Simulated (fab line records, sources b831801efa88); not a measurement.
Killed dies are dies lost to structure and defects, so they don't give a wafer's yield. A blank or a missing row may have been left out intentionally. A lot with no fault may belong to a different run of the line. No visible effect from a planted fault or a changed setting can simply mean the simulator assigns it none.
Problem report in the 8D (eight disciplines) form, filled by code -- flow gf180mcu -- the parts of the form that need people (team, actions taken, sign-off) are left out

## 1. WHAT IS WRONG
Wafers with no fault read 1200 W with a standard deviation of 3.5, whereas biasW at GF_V3_ETCH_17 reads a mean of 1871 W on 1 wafer of 1 lot. So: +99 or more standard deviations from the usual mean.
The step: etches SiO2 in C4F8/O2/Ar, stops on TiN, target depth 635 nm.
Earliest sighting: wafer L447.3 on rieDiel-04 at day 26 05:00. The record has a number at this step for 39 wafers belonging to 13 lots. The rule behind "out" and "out of limits": a value lying over 4 standard deviations away from the usual mean. Any other wafer with a number is counted as sound.

## 2. WHAT IT IS; WHAT IT IS NOT
question,is,is not
which readings at this step,biasW,oesProductAu
which lots,L447,"L437, L438, L439, L440, L441, L444, L449, L452, L455, L456, L458, L459"
which wafers of those lots,L447.3,"L447.1, L447.6"
read on which tools,rieDiel-04,"rieDiel-02, rieDiel-03"
when,from day 26 05:00,"up to then (20 sound wafers); but 18 sound wafers of L449, L452, L455, L456, L458, L459 came after"

## 3. THE SUSPECTS, EACH WITH WHAT RULES IT OUT
Counting: a tool at a process step up to the reading stays a suspect if it ran every lot that is out. Sound lots after the first of them don't rule it out here, since some wafers of a struck lot are sound.
- plasmaAsher-03 at GF_M2_STRIP_17 (strips in O2/N2): kept. It ran the lot that is out, L447 (day 23 07:23); its last sound lot up to then is L441 (day 21 03:22).
- pecvd-04 at GF_V2_CVD_02 (deposits SiO2 from TEOS, target thk 850 nm, time 94.851 s): kept. It ran the lot that is out, L447 (day 23 08:10); its last sound lot up to then is L440 (day 20 22:38).
- rieDiel-04 at GF_V3_ETCH_17 (etches SiO2 in C4F8/O2/Ar, stops on TiN, target depth 635 nm): kept. It ran the lot that is out, L447 (day 26 05:00); its last sound lot up to then is L439 (day 23 09:00). Its own biasW readings are out on those wafers.
- At GF_M2_STRIP_17 on plasmaAsher-03, chamber 1 took the sound wafers of the same lots and chamber 0 took the wafers that are out.
- pecvd-04, GF_V2_CVD_02: wafers that are out in chamber 0, sound lot-mates in chambers 1, 2.
- rieDiel-04, GF_V3_ETCH_17: wafers that are out in chamber 0, sound lot-mates in chambers 2, 3.
Still standing after the count: plasmaAsher-03 at GF_M2_STRIP_17, pecvd-04 at GF_V2_CVD_02, rieDiel-04 at GF_V3_ETCH_17.

## 4. THE CAUSE (what the simulator had put in)
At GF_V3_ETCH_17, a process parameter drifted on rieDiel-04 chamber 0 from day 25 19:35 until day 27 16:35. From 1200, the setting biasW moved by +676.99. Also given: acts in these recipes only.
After counting, 3 suspects remain, this tool included.

## 5. SEQUENCE OF EFFECTS, ordered by route
Each row: a reading where the mean over the struck wafers with a number is more than 3 standard deviations away from the usual. Only readings whose record carries a usual standard deviation are examined. hours: median over the lots of the time between each lot's start at the first step of this table that gives one and its start at this step. sigmas: the change, counted in usual standard deviations.
hours,step,reading,usual,on struck wafers,change,sigmas
0,GF_V3_ETCH_17,biasW,1200 W,1871,+671,+99 or more
Its process steps:
- GF_V3_ETCH_17: etches SiO2 in C4F8/O2/Ar, stops on TiN, target depth 635 nm.
At these later measuring or inspecting steps, every struck wafer for which the step has a row has a number for every such reading, and none has moved that far: GF_M4_OVL_MEAS_15.

## 6. WHAT WOULD HAVE CAUGHT IT SOONER
In this record no reading fell out of limits until day 26 05:00, 9 hours after the fault had begun at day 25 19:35.
